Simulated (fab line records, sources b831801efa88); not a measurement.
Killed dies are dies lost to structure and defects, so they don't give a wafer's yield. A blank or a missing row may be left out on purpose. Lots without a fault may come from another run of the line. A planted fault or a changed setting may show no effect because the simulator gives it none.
fab line records | flow gf180mcu
record lots=5 wafers=15 last_day=34
route steps=602 shown POLY_GATE@163
lots that met no fault: from a run of the same line without faults
start_h: hours from the record's first day to the start of the lot's first wafer shown | wait_h: hours since the lot's step before | " the same as in the row above | L1.1+2: a row that stands for several wafers | - no value, or no start given | * or withheld: withheld | < > ~ a bound
route shown NAME@n: a module of which the file shows steps, and the number in the route of the first | usual: mean/standard deviation of fault-free wafers | same: alike in all rows | chamber/n: place in a boat | sites: the reading at each site | _std_site: their standard deviation | _edge_site: outer sites' mean less inner sites' | radius_mm: how far each site lies from the wafer's centre | mask NAME#n: copy n | behind: the tool/chamber that last shaped the wafer | hold: why the lot was held/for how many hours/how that ended | device: the transistor (n, p or np) that didn't switch | end of line: the same wafers' tests at the end of the route | a step without rows: its recipe alone | killed: dies lost to structure and defects at the first sort, not the wafer's yield | map: a wafer's dies, x killed, . not, _ none there
set.NAME: the setting as run; set.NAME@STEP: as run at that earlier step | model.NAME: the simulator's own value behind a step, which no gauge read
lots at some steps of the route; a table a step, a row a wafer
services: from which hour (start_h, from the record's first day; less than 0 if before it) a tool's chamber was out of use, for how many hours, and why
## steps
# step GF_POLY_GATE_SOFTBAKE_06
# recipe temp_c=130 time_s=60 resist=KrF
# usual chill_plate_temp_C=23.00/0.1
# same time_s=60
# columns lot.wafer tool chamber start_h wait_h chill_plate_temp_C
L076.2 litho_track-02 0 - - 23.10
L076.5 " 0 " " 22.91
L076.6 " 0 " " 23.05
L078.1 litho_track-04 0 - - 23.07
L078.4 " 0 " " 22.92
L078.6 " 0 " " 23.11
L089.2 litho_track-04 0 - - 23.02
L089.4 " 0 " " 23.02
L089.5 " 0 " " 23.08
L095.2 litho_track-04 0 - - 22.81
L095.4 " 0 " " 23.06
L095.6 " 0 " " 23.06
L096.4 litho_track-02 0 - - 22.93
L096.5 " 0 " " 22.97
L096.6 " 0 " " 22.86
# step GF_POLY_GATE_EXPOSE_07
# recipe mask_id=Poly2 target_cd_nm=280 na=0.68 source_shape=conventional sigma_outer=0.6 dose_mj=28
# usual focus_offset_nm=0.0/0.47
# columns lot.wafer tool chamber start_h wait_h mask focus_offset_nm
L076.2 krf_scanner-02 0 - - Poly2#0 0.1
L076.5 " 0 " " Poly2#0 -0.2
L076.6 " 0 " " Poly2#0 0.2
L078.1 krf_scanner-01 0 - - Poly2#0 0.3
L078.4 " 0 " " Poly2#0 0.4
L078.6 " 0 " " Poly2#0 0.0
L089.2 krf_scanner-01 0 - - Poly2#0 -0.3
L089.4 " 0 " " Poly2#0 -0.1
L089.5 " 0 " " Poly2#0 -0.7
L095.2 krf_scanner-01 0 - - Poly2#0 -0.3
L095.4 " 0 " " Poly2#0 0.3
L095.6 " 0 " " Poly2#0 0.2
L096.4 krf_scanner-02 0 - - Poly2#0 -0.4
L096.5 " 0 " " Poly2#0 -0.2
L096.6 " 0 " " Poly2#0 0.5
# step GF_POLY_GATE_PEB_08
# recipe peb_temp_c=135 peb_time_s=90 resist=KrF
# usual chill_plate_temp_C=23.00/0.11
# columns lot.wafer tool chamber start_h wait_h chill_plate_temp_C
L076.2 litho_track-04 0 - - 22.81
L076.5 " 0 " " 22.92
L076.6 " 0 " " 22.83
L078.1 litho_track-04 0 - - 23.07
L078.4 " 0 " " 22.92
L078.6 " 0 " " 22.97
L089.2 litho_track-04 0 - - 23.10
L089.4 " 0 " " 23.12
L089.5 " 0 " " 22.92
L095.2 litho_track-02 0 - - 23.08
L095.4 " 0 " " 23.07
L095.6 " 0 " " 23.02
L096.4 litho_track-04 0 - - 22.99
L096.5 " 0 " " 22.90
L096.6 " 0 " " 23.08
# step GF_POLY_GATE_DEVELOP_09
# recipe develop_time_s=60 resist=KrF dev_temp_c=21
# usual chill_plate_temp_C=22.99/0.11
# columns lot.wafer tool chamber start_h wait_h chill_plate_temp_C
L076.2 litho_track-04 0 208.94 0.2 23.05
L076.5 " 0 " " 22.91
L076.6 " 0 " " 22.96
L078.1 litho_track-04 0 227.42 0.2 23.01
L078.4 " 0 " " 23.10
L078.6 " 0 " " 22.91
L089.2 litho_track-04 0 306.29 0.2 22.80
L089.4 " 0 " " 22.77
L089.5 " 0 " " 22.91
L095.2 litho_track-02 0 344.54 0.2 23.02
L095.4 " 0 " " 23.06
L095.6 " 0 " " 22.88
L096.4 litho_track-04 0 360.89 0.1 23.01
L096.5 " 0 " " 22.98
L096.6 " 0 " " 23.20
# step GF_POLY_GATE_CD_MEAS_10
# recipe target_cd_nm=280
# usual cd_nm=280.4/0.97
# columns lot.wafer tool chamber start_h wait_h cd_nm
L076.2 cd_sem-01 - 209.09 0.1 279.2
L076.5 " - " " 278.9
L076.6 " - " " 279.7
L078.1 cd_sem-01 - 227.57 0.1 280.7
L078.4 " - " " 280.5
L078.6 " - " " 281.8
L089.2 cd_sem-01 - 306.43 0.1 280.8
L089.4 " - " " 281.5
L089.5 " - " " 281.6
L095.2 cd_sem-02 - 344.69 0.1 280.5
L095.4 " - " " 281.2
L095.6 " - " " 280.8
L096.4 cd_sem-02 - 361.02 0.1 280.1
L096.5 " - " " 280.4
L096.6 " - " " 280.8
# step GF_POLY_GATE_OVL_MEAS_11
# usual POLY_GATE_OVL=3/4.9
# columns lot.wafer tool chamber start_h wait_h POLY_GATE_OVL[nm]
L076.2 overlay-01 - 209.19 0.1 2
L076.5 " - " " 3
L076.6 " - " " -3
L078.1 overlay-02 - 227.69 0.1 2
L078.4 " - " " -8
L078.6 " - " " -4
L089.2 overlay-02 - 306.54 0.1 1
L089.4 " - " " -5
L089.5 " - " " -2
L095.2 overlay-01 - 344.79 0.1 -4
L095.4 " - " " -4
L095.6 " - " " 4
L096.4 overlay-01 - 361.10 0.1 6
L096.5 " - " " 0
L096.6 " - " " -3
# step GF_POLY_GATE_ETCH_12
# recipe chemistry=N2/H2 target_depth_a=withheld overetch_a=withheld time_s=withheld target=BARC ion_energy_ev=200 source_w=500 bias_w=100 pressure_mtorr=30 n2_flow_sccm=100 h2_flow_sccm=200
# usual drypump_motor_current_A=5.6/0.37 oes_product_au=0.736/0.0048 throttle_valve_pct=13.216/0.0092
# columns lot.wafer tool chamber start_h wait_h drypump_motor_current_A oes_product_au throttle_valve_pct
L076.2 rie_diel-04 2 209.22 0.0 5.2 0.734 13.201
L076.5 " 1 " " 5.8 0.731 13.231
L076.6 " 0 " " 5.0 0.734 13.228
L078.1 rie_diel-02 2 227.72 0.0 6.2 0.742 13.215
L078.4 " 3 " " 5.2 0.730 13.222
L078.6 " 0 " " 5.5 0.737 13.232
L089.2 rie_diel-02 3 306.57 0.0 5.2 0.734 13.206
L089.4 " 1 " " 6.2 0.735 13.205
L089.5 " 0 " " 5.5 0.733 13.197
L095.2 rie_diel-04 3 344.82 0.0 5.4 0.733 13.222
L095.4 " 0 " " 5.1 0.738 13.212
L095.6 " 3 " " 5.4 0.726 13.206
L096.4 rie_diel-03 1 361.12 0.0 5.8 0.738 13.210
L096.5 " 2 " " 5.4 0.730 13.206
L096.6 " 3 " " 5.7 0.744 13.227
## services
# columns tool chamber start_h hours kind
krf_scanner-02 - 177.37 1.3 pm
rie_diel-04 1 183.62 19.1 repair
krf_scanner-02 - 186.26 0.8 pm
krf_scanner-02 - 197.21 0.8 repair
rie_diel-02 3 200.72 5.6 repair
rie_diel-04 3 205.68 7.0 repair
rie_diel-02 - 207.72 15.6 pm
krf_scanner-02 - 219.74 1.0 pm
krf_scanner-01 - 228.12 1.3 pm
krf_scanner-02 - 230.59 2.3 repair
rie_diel-04 2 231.91 8.1 repair
krf_scanner-01 - 234.65 1.0 pm
rie_diel-02 - 238.07 37.9 repair
rie_diel-02 3 251.49 7.1 repair
krf_scanner-01 - 299.90 1.0 repair
krf_scanner-01 - 305.67 0.2 repair
krf_scanner-01 - 306.25 0.8 pm
rie_diel-04 0 310.90 7.1 repair
krf_scanner-02 - 312.32 1.3 repair
krf_scanner-02 - 313.40 1.3 repair
krf_scanner-01 - 320.92 4.4 pm
rie_diel-04 3 322.92 10.2 repair
krf_scanner-02 - 353.27 1.3 pm
krf_scanner-02 - 355.06 0.8 pm
## key
fault none
